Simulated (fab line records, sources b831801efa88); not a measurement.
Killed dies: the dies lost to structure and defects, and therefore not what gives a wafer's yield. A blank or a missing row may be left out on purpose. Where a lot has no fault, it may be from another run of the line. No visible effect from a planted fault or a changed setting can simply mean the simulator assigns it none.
fab line records	flow sky130
[record] lots = 9	wafers = 27	last_day = 50
route steps=708 shown POLY_GATE@235 LDD_HVP@287 LDD_LDN@301 SPACER@304
lots that met no fault: from a run of the same line without faults
start_h: the number of hours between the record's first day and the start of the first shown wafer of the lot	wait_h: time in hours since the lot's previous step	" identical to the entry in the row above	L1.1+2: a single row standing in for several wafers	- no value, or no start given	* or withheld: withheld	< > ~ a bound
route shown NAME@n: names a module that has steps shown in the file, with the first one's number in the route	usual: mean/standard deviation taken from wafers without a fault	same: alike in all rows	chamber/n: place in a boat	sites: readings site by site	_std_site: standard deviation of those values	_edge_site: the outer-site mean with the inner-site mean subtracted	radius_mm: how far each site lies from the wafer's centre	mask NAME#n: copy n	behind: the last tool/chamber to shape the wafer	hold: what put the lot on hold/how long, in hours/how the hold closed	device: names the non-switching transistor (n, p or np)	end of line: tests of these same wafers at the route's end	step lacking rows: just its recipe	killed: at the first sort, the dies lost to defects and structure; wafer yield is something else	map: shows each die of a wafer: x if killed, . if not, _ if none is there
set.NAME: the setting as run; set.NAME@STEP: as run at that earlier step	model.NAME: the simulator's own value behind a step, which no gauge read
the route's steps for a sample of lots (tables are steps, rows are wafers)
services: from which hour (start_h, from the record's first day; less than 0 if before it) a tool's chamber was out of use, for how many hours, and why
[[steps]]
[step SKY_POLY_GATE_THK_MEAS_21]
[recipe] reads = SiO2_of_POLY_GATE_OXIDATION_20
[usual] POLY_GATE_OXIDATION_THK = 4.03/0.085
lot.wafer	tool	chamber	start_h	wait_h	POLY_GATE_OXIDATION_THK[nm]
L421.1	film_metro-03	-	369.33	0.0	4.01
L421.2	"	-	"	"	3.97
L421.6	"	-	"	"	4.06
L422.2	film_metro-03	-	379.24	0.0	4.00
L422.3	"	-	"	"	4.05
L422.6	"	-	"	"	4.03
L423.2	film_metro-03	-	390.21	0.0	4.12
L423.3	"	-	"	"	4.11
L423.4	"	-	"	"	4.08
L424.2	film_metro-04	-	400.46	0.0	4.07
L424.4	"	-	"	"	4.06
L424.5	"	-	"	"	4.12
L431.1	film_metro-01	-	462.41	0.0	4.20
L431.4	"	-	"	"	4.21
L431.5	"	-	"	"	4.06
L440.1	film_metro-01	-	544.22	0.0	4.13
L440.2	"	-	"	"	4.16
L440.3	"	-	"	"	4.15
L441.1	film_metro-04	-	548.35	0.0	4.10
L441.2	"	-	"	"	4.08
L441.6	"	-	"	"	4.04
L443.1	film_metro-04	-	581.11	0.0	3.85
L443.3	"	-	"	"	3.94
L443.5	"	-	"	"	3.86
L444.3	film_metro-01	-	582.67	0.0	3.96
L444.4	"	-	"	"	4.05
L444.5	"	-	"	"	4.00
[step SKY_LDD_HVP_STRIP_09]
[recipe] chemistry = O2/N2	power_w = 1400	pressure_mtorr = 1500	platen_temp_c = withheld	o2_flow_sccm = 3000	n2_flow_sccm = 300	overash_fraction = 0.5
[usual] chamber_pressure_mTorr = 1500.1/1.4	drypump_motor_current_A = 5.7/0.49	n2_flow_sccm = 300.1/0.98	oes_product_au = 0.408/0.0048	strip_time_to_endpoint_s = 4.135/0.016
lot.wafer	tool	chamber	start_h	wait_h	chamber_pressure_mTorr	drypump_motor_current_A	n2_flow_sccm	oes_product_au	rf_hours_counter_h	strip_time_to_endpoint_s
L421.1	plasma_asher-03	0	491.81	0.1	1501.2	5.9	301.7	0.407	37	4.142
L421.2	"	1	"	"	1500.6	6.5	300.5	0.406	37	4.152
L421.6	"	0	"	"	1500.9	5.9	301.6	0.392	-	4.153
L422.2	plasma_asher-03	1	500.61	0.1	1499.8	6.5	297.9	0.406	38	4.132
L422.3	"	1	"	"	1496.9	6.6	299.6	0.411	-	4.110
L422.6	"	0	"	"	1498.2	5.8	300.2	0.407	-	4.134
L423.2	plasma_asher-03	0	511.61	0.1	1500.8	5.9	300.4	0.404	39	4.126
L423.3	"	1	"	"	1500.4	6.6	300.3	0.406	-	4.123
L423.4	"	0	"	"	1499.7	5.9	299.7	0.411	-	4.112
L424.2	plasma_asher-03	1	522.35	0.1	1500.1	6.5	300.9	0.404	41	4.127
L424.4	"	1	"	"	1500.5	6.5	300.5	0.409	-	4.141
L424.5	"	1	"	"	1502.0	6.5	301.4	0.416	-	4.114
L431.1	plasma_asher-01	0	583.91	0.1	1498.3	5.2	298.9	0.407	17	4.129
L431.4	"	1	"	"	1499.7	5.1	299.9	0.407	-	4.138
L431.5	"	1	"	"	1500.0	5.1	301.0	0.415	-	4.149
L440.1	plasma_asher-02	0	661.50	0.1	1501.4	5.8	299.3	0.404	81	4.146
L440.2	"	1	"	"	1499.1	5.4	298.7	0.413	81	4.154
L440.3	"	0	"	"	1499.3	5.9	298.9	0.400	-	4.132
L441.1	plasma_asher-02	1	665.70	0.1	1500.8	5.5	299.8	0.406	82	4.144
L441.2	"	0	"	"	1501.3	5.9	301.0	0.412	82	4.139
L441.6	"	1	"	"	1502.4	5.5	300.0	0.405	-	4.126
L443.1	plasma_asher-01	1	698.51	0.1	1496.8	5.2	299.8	0.403	27	4.135
L443.3	"	0	"	"	1499.8	5.2	300.3	0.414	-	4.163
L443.5	"	0	"	"	1498.7	5.2	300.8	0.406	-	4.152
L444.3	plasma_asher-03	1	698.84	0.1	1499.3	6.5	299.8	0.406	-	4.129
L444.4	"	0	"	"	1499.7	5.9	300.4	0.407	-	4.165
L444.5	"	1	"	"	1500.1	6.5	299.8	0.414	-	4.145
[step SKY_LDD_LDN_STRIP_12]
[recipe] chemistry = O2/N2	power_w = 1400	pressure_mtorr = 1500	platen_temp_c = withheld	o2_flow_sccm = 3000	n2_flow_sccm = 300	overash_fraction = 0.5
[usual] chamber_pressure_mTorr = 1500.1/1.3	drypump_motor_current_A = 5.9/0.47	n2_flow_sccm = 300.1/0.91	oes_product_au = 0.715/0.0045	strip_time_to_endpoint_s = 14.19/0.045
lot.wafer	tool	chamber	start_h	wait_h	chamber_pressure_mTorr	drypump_motor_current_A	n2_flow_sccm	oes_product_au	rf_hours_counter_h	strip_time_to_endpoint_s
L421.1	plasma_asher-01	0	522.71	0.1	1500.0	5.2	299.8	0.716	11	14.12
L421.2	"	1	"	"	1500.8	5.2	301.0	0.715	11	14.17
L421.6	"	1	"	"	1498.3	5.2	301.2	0.711	-	14.13
L422.2	plasma_asher-03	0	530.72	0.1	1499.6	5.9	301.6	0.714	42	14.20
L422.3	"	1	"	"	1502.3	6.5	300.3	0.720	-	14.21
L422.6	"	0	"	"	1500.8	5.9	300.5	0.720	-	14.21
L423.2	plasma_asher-04	1	541.41	0.1	1502.4	6.0	299.7	0.717	78	14.18
L423.3	"	0	"	"	1499.1	6.0	299.9	0.714	-	14.18
L423.4	"	1	"	"	1502.3	6.1	299.6	0.717	-	14.16
L424.2	plasma_asher-01	1	552.56	0.1	1501.0	5.2	299.9	0.714	13	14.11
L424.4	"	0	"	"	1497.6	5.2	298.5	0.711	-	14.12
L424.5	"	1	"	"	1500.2	5.2	299.1	0.715	-	14.12
L431.1	plasma_asher-01	1	613.81	0.1	1498.8	5.2	300.3	0.719	20	14.22
L431.4	"	1	"	"	1501.0	5.2	299.3	0.714	-	14.20
L431.5	"	1	"	"	1501.9	5.2	299.9	0.718	-	14.22
L440.1	plasma_asher-04	0	690.81	0.1	1500.0	6.1	300.8	0.719	95	14.18
L440.2	"	1	"	"	1500.0	6.1	298.6	0.724	95	14.26
L440.3	"	0	"	"	1500.5	6.1	300.4	0.717	-	14.23
L441.1	plasma_asher-04	0	694.31	0.1	1501.4	6.1	300.5	0.714	95	14.23
L441.2	"	1	"	"	1499.0	6.0	300.1	0.720	95	14.22
L441.6	"	1	"	"	1502.2	6.1	300.5	0.719	-	14.26
L443.1	plasma_asher-03	0	726.96	0.1	1500.9	5.9	297.8	0.718	62	14.13
L443.3	"	1	"	"	1498.4	6.5	301.0	0.723	-	14.15
L443.5	"	1	"	"	1500.4	6.5	300.9	0.716	-	14.16
L444.3	plasma_asher-01	1	727.05	0.1	1500.3	5.2	300.2	0.707	-	14.20
L444.4	"	0	"	"	1498.9	5.2	301.4	0.718	-	14.17
L444.5	"	1	"	"	1497.6	5.1	300.5	0.714	-	14.13
[step SKY_SPACER_CVD_00]
[recipe] material = Si3N4	precursor = DCS/NH3	target_thk_nm = 43.1	temp_c = 770	time_s = 740	pressure_mtorr = 238.9
[usual] spike_tc_bottom_C = 791.0/2.3	spike_tc_centre_C = 770.1/1.1	spike_tc_lower_C = 770.5/1.4	spike_tc_top_C = 784.5/1.1	spike_tc_upper_C = 770.4/1	susceptor_temp_C = 770.0/0.37	zone_power_centre_pct = 14.06/0.14
lot.wafer	tool	chamber	start_h	wait_h	spike_tc_bottom_C	spike_tc_centre_C	spike_tc_lower_C	spike_tc_top_C	spike_tc_upper_C	susceptor_temp_C	zone_power_centre_pct
L421.1	lpcvd-02	1	522.92	0.0	789.7	772.8	771.4	785.4	769.5	769.9	14.14
L421.2	"	1	"	"	788.2	771.9	772.2	784.8	769.9	769.9	14.21
L421.6	"	1	"	"	788.3	768.6	769.5	786.4	769.4	770.0	14.06
L422.2	lpcvd-02	0	530.93	0.0	793.5	770.3	771.2	785.3	770.2	770.2	14.13
L422.3	"	0	"	"	793.6	769.9	771.3	785.4	770.8	769.9	14.02
L422.6	"	0	"	"	794.5	770.0	772.2	784.2	770.9	770.5	14.09
L423.2	lpcvd-02	1	541.62	0.0	787.3	769.7	770.1	783.6	768.6	769.9	14.14
L423.3	"	1	"	"	788.2	770.5	768.7	782.8	769.2	769.4	13.85
L423.4	"	1	"	"	788.9	770.5	770.3	783.7	770.4	769.7	14.18
L424.2	lpcvd-02	1	553.74	1.0	789.8	768.8	769.6	782.6	771.9	770.4	14.16
L424.4	"	1	"	"	787.9	770.2	769.9	784.2	772.1	769.8	14.18
L424.5	"	1	"	"	787.3	770.5	769.2	784.6	770.2	769.8	13.88
L431.1	lpcvd-02	1	615.55	1.5	772.9	754.6	754.9	767.4	754.9	754.0	13.57
L431.4	"	1	"	"	773.1	754.5	754.6	769.0	755.5	753.4	13.57
L431.5	"	1	"	"	773.4	753.6	754.7	771.5	755.3	753.4	13.69
L440.1	lpcvd-02	0	691.02	0.0	791.9	769.0	771.4	786.5	771.2	770.2	13.97
L440.2	"	0	"	"	793.6	769.0	771.6	784.9	770.5	770.5	13.88
L440.3	"	0	"	"	792.6	769.8	771.6	784.3	770.6	769.8	13.96
L441.1	lpcvd-02	0	694.63	0.1	795.9	769.9	771.6	785.3	770.7	769.8	14.20
L441.2	"	0	"	"	794.5	770.2	771.7	785.9	770.6	770.0	13.98
L441.6	"	0	"	"	794.9	768.7	772.8	784.3	769.3	769.9	14.04
L443.1	lpcvd-02	1	728.92	1.8	788.5	771.2	769.4	783.9	769.1	769.9	14.19
L443.3	"	1	"	"	788.9	770.4	768.8	785.9	769.5	769.9	14.08
L443.5	"	1	"	"	789.9	769.5	769.3	785.4	770.0	769.8	13.89
L444.3	lpcvd-02	1	728.92	1.7	787.9	772.0	769.3	783.6	770.6	769.8	14.00
L444.4	"	1	"	"	789.2	769.7	769.5	785.3	769.3	769.7	14.05
L444.5	"	1	"	"	790.9	771.0	770.8	783.4	769.5	769.9	14.18
[step SKY_SPACER_THK_MEAS_01]
[recipe] reads = Si3N4_of_SPACER_CVD_00
[usual] SPACER_CVD_00_THK = 42.6/0.44
lot.wafer	tool	chamber	start_h	wait_h	SPACER_CVD_00_THK[nm]
L421.1	film_metro-03	-	524.12	0.0	42.2
L421.2	"	-	"	"	42.9
L421.6	"	-	"	"	42.2
L422.2	film_metro-02	-	532.14	0.0	42.3
L422.3	"	-	"	"	42.3
L422.6	"	-	"	"	42.2
L423.2	film_metro-02	-	542.84	0.0	42.2
L423.3	"	-	"	"	42.7
L423.4	"	-	"	"	42.7
L424.2	film_metro-02	-	554.95	0.0	42.2
L424.4	"	-	"	"	42.2
L424.5	"	-	"	"	42.2
L431.1	film_metro-03	-	617.36	0.0	31.6
L431.4	"	-	"	"	31.6
L431.5	"	-	"	"	31.8
L440.1	film_metro-04	-	692.22	0.0	42.8
L440.2	"	-	"	"	42.6
L440.3	"	-	"	"	42.8
L441.1	film_metro-02	-	695.84	0.0	43.1
L441.2	"	-	"	"	43.1
L441.6	"	-	"	"	43.0
L443.1	film_metro-02	-	730.12	0.0	42.3
L443.3	"	-	"	"	41.7
L443.5	"	-	"	"	42.0
L444.3	film_metro-03	-	730.14	0.0	42.0
L444.4	"	-	"	"	42.7
L444.5	"	-	"	"	42.1
[step SKY_SPACER_ETCHBACK_02]
[recipe] chemistry = CH3F/O2	target = Si3N4	stop_on = SiO2	source_w = 400	bias_w = 80	pressure_mtorr = 25	ch3f_flow_sccm = 40	O2_flow_sccm = 30	time_s = 46.7	target_depth_a = 450
[usual] bias_w = 80.04/0.22	chamber_pressure_mTorr = 25.00/0.044	drypump_motor_current_A = 5.8/0.54	oes_product_au = 0.849/0.007	throttle_valve_pct = 10.562/0.01
lot.wafer	tool	chamber	start_h	wait_h	bias_w	chamber_pressure_mTorr	drypump_motor_current_A	oes_product_au	rf_hours_counter_h	throttle_valve_pct
L421.1	rie_diel-02	2	524.18	0.1	80.04	25.00	5.2	0.843	76	10.560
L421.2	"	3	"	"	80.02	24.99	6.4	0.850	55	10.572
L421.6	"	3	"	"	79.96	25.00	6.4	0.843	-	10.562
L422.2	rie_diel-03	2	532.19	0.0	80.00	24.97	4.8	0.850	6	10.582
L422.3	"	3	"	"	80.09	24.98	6.5	0.847	23	10.565
L422.6	"	2	"	"	79.95	24.98	4.8	0.837	-	10.556
L423.2	rie_diel-01	3	542.89	0.0	80.10	25.01	5.4	0.841	6	10.561
L423.3	"	1	"	"	80.31	25.00	5.7	0.854	1	10.577
L423.4	"	2	"	"	79.84	25.00	6.5	0.843	18	10.579
L424.2	rie_diel-02	3	555.00	0.0	79.75	24.94	6.4	0.842	55	10.562
L424.4	"	1	"	"	80.12	25.00	5.9	0.844	4	10.550
L424.5	"	1	"	"	79.78	24.97	5.9	0.838	-	10.548
L431.1	rie_diel-01	3	617.42	0.1	79.98	25.01	5.4	0.725	7	10.555
L431.4	"	3	"	"	79.85	24.99	5.4	0.731	-	10.546
L431.5	"	0	"	"	79.51	24.95	6.4	0.729	-	10.555
L440.1	rie_diel-03	2	692.28	0.1	79.74	24.93	4.8	0.855	9	10.565
L440.2	"	1	"	"	80.49	25.02	5.7	0.854	4	10.545
L440.3	"	0	"	"	80.22	24.99	5.5	0.849	6	10.573
L441.1	rie_diel-02	1	695.90	0.1	80.45	25.02	5.9	0.852	7	10.564
L441.2	"	0	"	"	80.04	25.00	5.2	0.848	8	10.551
L441.6	"	3	"	"	79.95	25.01	6.4	0.852	-	10.555
L443.1	rie_diel-02	2	730.18	0.1	80.41	25.00	5.2	0.847	3	10.571
L443.3	"	1	"	"	80.01	25.00	5.9	0.839	8	10.571
L443.5	"	0	"	"	79.74	25.02	5.2	0.843	-	10.572
L444.3	rie_diel-01	3	730.18	0.0	79.40	25.00	5.4	0.840	9	10.572
L444.4	"	0	"	"	79.73	25.00	6.4	0.854	30	10.573
L444.5	"	0	"	"	80.18	25.01	6.5	0.844	-	10.553
[[services]]
tool	chamber	start_h	hours	kind
plasma_asher-04	-	478.81	6.4	repair
plasma_asher-04	-	493.44	28.1	pm
rie_diel-02	2	504.62	3.5	repair
rie_diel-02	-	534.77	0.5	repair
rie_diel-02	2	564.20	-	clean
plasma_asher-01	-	565.73	2.4	repair
rie_diel-03	2	569.21	6.6	repair
rie_diel-01	1	581.46	2.2	repair
plasma_asher-03	-	584.37	3.5	repair
plasma_asher-02	-	599.76	0.6	repair
rie_diel-03	-	601.03	3.3	repair
rie_diel-02	2	603.95	10.3	repair
rie_diel-02	-	610.51	1.1	repair
rie_diel-03	3	614.67	4.2	repair
rie_diel-01	2	617.15	18.3	repair
plasma_asher-02	-	617.27	24.5	repair
rie_diel-01	-	631.06	2.8	pm
plasma_asher-01	-	679.05	14.7	repair
plasma_asher-02	-	691.80	0.5	repair
plasma_asher-01	-	693.75	2.8	pm
rie_diel-03	-	694.89	0.8	repair
rie_diel-02	2	702.01	2.2	repair
plasma_asher-01	-	709.86	2.4	repair
rie_diel-03	2	728.07	1.2	repair
[[key]]
[first_sign] step = SKY_SPACER_CVD_00	reading = susceptor_temp_C	direction = down	sigmas = 45	usual = *	struck = *
[effect] step = SKY_SPACER_CVD_00	reading = spike_tc_upper_C	direction = down	sigmas = 15	usual = 770.4	struck = 755.2
[effect] step = SKY_SPACER_THK_MEAS_01	reading = SPACER_CVD_00_THK	direction = down	sigmas = 25	usual = 42.6	struck = 31.7
[effect] step = SKY_SPACER_ETCHBACK_02	reading = oes_product_au	direction = down	sigmas = 17	usual = 0.849	struck = 0.728
met_at SKY_SPACER_CVD_00
struck_lots L431
struck_wafers L431.1,L431.4,L431.5
tester_left_out L431
not_acting_at SKY_POLY_GATE_THK_MEAS_21,SKY_LDD_HVP_STRIP_09,SKY_LDD_LDN_STRIP_12
onset_between 553.74 615.55
[fault] kind = process_parameter_drift	tool = lpcvd-02	chamber = 1	onset_h = 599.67	steps = SKY_SPACER_CVD_00	channel = temp_c	offset = *	shape = step	end_h = 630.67	acts_in = *	stated = *
// tester_left_out: of these lots the tester's yield and bins aren't shown, on N5 and GAA mostly nor the transistor test; their killed dies are dies lost to structure and defects alone, not to doping, threshold or leakage, so they don't give the yield
